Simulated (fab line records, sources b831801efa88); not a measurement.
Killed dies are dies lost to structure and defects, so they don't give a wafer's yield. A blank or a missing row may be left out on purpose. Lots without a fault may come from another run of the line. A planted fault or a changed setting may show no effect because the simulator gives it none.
A struck lot beside a sound one | flow sky130 | 15 steps out of a route of 708
Sound: wafers L167.1, L167.2, L167.3. Struck: wafers L181.2, L181.5, L181.6. The cause comes at the end.
At each step with rows: each side's tool, then ch and its chambers, then its first start. Under that, the readings that differ: sound wafers | struck wafers | difference of the means | sigmas: that difference in standard deviations of wafers without a fault.
alike: readings whose means differ by less than 2 such deviations, and words and numbers that are the same on both sides. not compared: withheld readings, readings that some wafer has no value for, bounds like >300 that may hide the same value, and numbers for which the record gives no deviation and whose values overlap.
The two part at a step that has a row with sigmas, a row that says differs or no value, or rows on one side only. Numbers that don't overlap but have no deviation are shown without sigmas and don't part them. A reading that every wafer of one side lacks parts them only if that side has two wafers or more.

SKY_LOCAL_INTERCONNECT_ETCH_13: etches BARC in N2/H2, stops on SiO2, time 45.9 s, target depth 60 nm.
  sound on rie_metal-01 ch 1, day 33 15:32; struck on rie_metal-04 ch 0,1, day 37 11:44
  reading                      | sound          | struck         | difference | sigmas
  he_backside_leak_sccm (sccm) | 3.59 3.73 3.75 | 3.37 3.54 3.16 | -0.33      | -2
  alike: drypump_motor_current_A, oes_product_au, throttle_valve_pct
  not compared: rf_hours_counter_h
SKY_LOCAL_INTERCONNECT_METAL_ETCH_14: etches TiN in Cl2/BCl3, stops on PSG, target depth 110 nm, time 31.4 s.
  sound on rie_metal-01 ch 1, day 33 15:40; struck on rie_metal-04 ch 0,1, day 37 11:48
  alike: drypump_motor_current_A, he_backside_leak_sccm, oes_product_au, throttle_valve_pct
  not compared: rf_hours_counter_h
SKY_LOCAL_INTERCONNECT_STRIP_15: strips in O2/N2.
  sound on plasma_asher-02 ch 0,1, day 33 15:46; struck on plasma_asher-04 ch 0,1, day 37 11:51
  reading                      | sound             | struck            | difference | sigmas
  strip_time_to_endpoint_s (s) | 4.768 4.762 4.761 | 4.806 4.835 4.806 | +0.052     | +2
  alike: drypump_motor_current_A, o2_flow_sccm, oes_product_au
  not compared: rf_hours_counter_h
then, 3 steps without rows for these wafers: SKY_LOCAL_INTERCONNECT_STRIP_16 (strips in post etch residue remover, time 1200 s); SKY_LOCAL_INTERCONNECT_CLEAN_17 (cleans in IPA, time 180 s); SKY_LOCAL_INTERCONNECT_CLEAN_18 (cleans in O3/DIW).
SKY_CONTACT_CVD_00: deposits Si3N4, target thk 75 nm.
  sound on pecvd-01 ch 0,1,2, day 33 16:52; struck on pecvd-02 ch 0,2, day 37 12:27
  alike: heater_power_w
SKY_CONTACT_THK_MEAS_01:
  sound on film_metro-01, day 33 16:53; struck on film_metro-01, day 37 12:30
  alike: CONTACT_CVD_00_THK
then, 1 step without rows for these wafers: SKY_CONTACT_HDPCVD_02 (deposits SiO2, target thk 565 nm, time 94.2 s).
SKY_CONTACT_THK_MEAS_03:
  sound on film_metro-03, day 33 17:01; struck on film_metro-02, day 37 12:38
  alike: CONTACT_HDPCVD_THK
SKY_CONTACT_CMP_04: polishes SiO2.
  sound on cmp-01 ch 0,1,3, day 33 17:08; struck on cmp-01 ch 0,3, day 37 12:44
  alike: head_pressure_psi, motor_current_A, slurry_filter_dp_kPa, time_to_endpoint_s
SKY_CONTACT_BOW_MEAS_05:
  sound on film_metro-01, day 33 17:23; struck on film_metro-02, day 37 13:01
  alike: CONTACT_BOW
SKY_CONTACT_DEHYDRATE_06: time 60 s.
  sound on litho_track-04 ch 0, day 34 05:45; struck on litho_track-04 ch 0, day 38 02:13
  reading                  | sound                | struck               | difference | sigmas
  heater_power_total_W (W) | 160.35 160.56 160.46 | 164.89 165.09 165.28 | +4.63      | +36
  plate_temp_C (C)         | 200.00 200.37 199.90 | 204.80 204.91 204.97 | +4.80      | +28
then, 1 step without rows for these wafers: SKY_CONTACT_HMDS_07 (prime time 60 s).
-- the record jumps here: 13 days lie between the struck wafers' starts before and after (it left off in module CONTACT and takes up again in module PAD_OPEN, whose first step shown is number 708 of the route) --
SKY_PAD_OPEN_PROBE_99:
  sound on prober-02, day 48 20:48; struck on prober-02, day 51 08:43
  reading      | sound    | struck     | difference | sigmas
  killed_dies  | 86 75 82 | 100 111 93 | +20        | +2
  killed_short | 35 28 41 | 52 43 52   | +14        | +2
  alike: killed_at_M0_to_M3, killed_at_M4_up, killed_at_contacts, killed_at_front_end, killed_at_other, killed_open

WHERE THEY PART
First at SKY_LOCAL_INTERCONNECT_ETCH_13; last, within this record, at SKY_PAD_OPEN_PROBE_99.

WHY: what the simulator had put in
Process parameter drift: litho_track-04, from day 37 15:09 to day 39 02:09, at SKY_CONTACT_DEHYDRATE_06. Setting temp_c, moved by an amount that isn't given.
